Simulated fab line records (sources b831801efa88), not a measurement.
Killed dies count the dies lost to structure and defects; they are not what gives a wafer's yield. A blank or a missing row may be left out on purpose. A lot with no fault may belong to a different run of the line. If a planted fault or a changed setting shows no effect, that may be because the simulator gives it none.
A struck lot beside a sound one	flow sky130	19 steps out of a route of 708
Sound: these wafers, L743.3, L743.4, L743.6. Struck: wafer L740.6. (L740.3, L740.5 of the same lot were not struck and are left out.) The cause comes at the end.
Per side, at each step with rows, come the tool, then ch with its chambers, and then its first start. Under that, the readings that differ: sound wafers	struck wafers	difference of the means	sigmas: that difference in standard deviations of wafers without a fault.
alike: readings whose means differ by less than 2 such deviations, and words and numbers that are the same on both sides. not compared: withheld readings, readings that some wafer has no value for, bounds like >300 that may hide the same value, and numbers for which the record gives no deviation and whose values overlap.
Wherever a step has rows on one side only, a row that says differs or no value, or a row with sigmas, the two part there. Non-overlapping numbers with no deviation appear without sigmas and do not part them. Lack of a reading on every wafer of one side parts them only where that side has two or more wafers.

SKY_METAL4_STRIP_19: strips in O2/N2.
  sound on plasma asher-03 ch 0,1, day 46 11:23; struck on plasma asher-01 ch 1, day 45 23:59
  alike: drypump motor current A, oes product au, strip time to endpoint s
  not compared: rf hours counter h
then, 4 steps without rows for these wafers: SKY_METAL4_STRIP_20 (strips in post etch residue remover, time 1200 s); SKY_METAL4_CLEAN_21 (cleans in IPA, time 180 s); SKY_METAL4_CLEAN_22 (cleans in O3/DIW); SKY_VIA4_HDPCVD_00 (deposits SiO2, target thk 1750 nm, time 291.7 s).
SKY_VIA4_THK_MEAS_01:
  sound on film metro-02, day 46 12:08; struck on film metro-03, day 46 00:44
  alike: VIA4_HDPCVD_THK
SKY_VIA4_CMP_02: polishes SiO2.
  sound on cmp-01 ch 0,1, day 46 12:14; struck on cmp-02 ch 3, day 46 00:56
  alike: motor current A
SKY_VIA4_BOW_MEAS_03:
  sound on film metro-03, day 46 12:31; struck on film metro-03, day 46 01:07
  alike: VIA4_BOW
then, 4 steps without rows for these wafers: SKY_VIA4_DEHYDRATE_04 (time 60 s); SKY_VIA4_HMDS_05 (prime time 60 s); SKY_VIA4_COAT_06 (resist thk 1140 nm); SKY_VIA4_SOFTBAKE_07 (time 60 s).
SKY_VIA4_EXPOSE_08: exposes mask VIM4, target cd 800 nm.
  sound on iline stepper-01 ch 0, day 46 23:39; struck on iline stepper-02 ch 0, day 46 11:28
  alike: mask
then, 2 steps without rows for these wafers: SKY_VIA4_PEB_09; SKY_VIA4_DEVELOP_10 (develop time 60 s).
SKY_VIA4_OVL_MEAS_11:
  sound on overlay-02, day 47 08:54; struck on overlay-02, day 46 22:18
  alike: VIA4_OVL
SKY_VIA4_ETCH_12: etches SiO2 in C4F8/O2/Ar, stops on TiN, target depth 580 nm.
  sound on rie diel-02 ch 0,3, day 47 08:55; struck on rie diel-01 ch 3, day 46 22:19
reading	sound	struck	difference	sigmas
model.VIA4.cd nm (nm)	803.1 802 802.1	846.6	+44.2	
  alike: oes product au
SKY_VIA4_STRIP_13: strips in O2/N2.
  sound on plasma asher-04 ch 0,1, day 47 09:02; struck on plasma asher-03 ch 0, day 46 22:26
  alike: drypump motor current A, oes product au, strip time to endpoint s
  not compared: rf hours counter h
-- the record jumps here: 3 days lie between the struck wafers' starts before and after (it left off in module VIA4 and takes up again in module PAD_OPEN, whose first step shown is number 708 of the route) --
SKY_PAD_OPEN_PROBE_99:
  sound on prober-02, day 49 23:25; struck on prober-02, day 49 14:02
reading	sound	struck	difference	sigmas
model.etest.via4 chain.rc ohm	0.8143 0.8086 0.7834	0.74	-0.06	
  alike: defect limited yield, killed_at_M0_to_M3, killed_at_M4_up, killed at contacts, killed at front end, killed at other, killed dies, killed open, killed short, sort_bin_3_pad_short, sort_bin_5_function, sort_bin_6_memory, sort n pass, sort yield pct

== WHERE THEY PART ==
Nowhere in this record.

WHY: whatever the simulator had introduced
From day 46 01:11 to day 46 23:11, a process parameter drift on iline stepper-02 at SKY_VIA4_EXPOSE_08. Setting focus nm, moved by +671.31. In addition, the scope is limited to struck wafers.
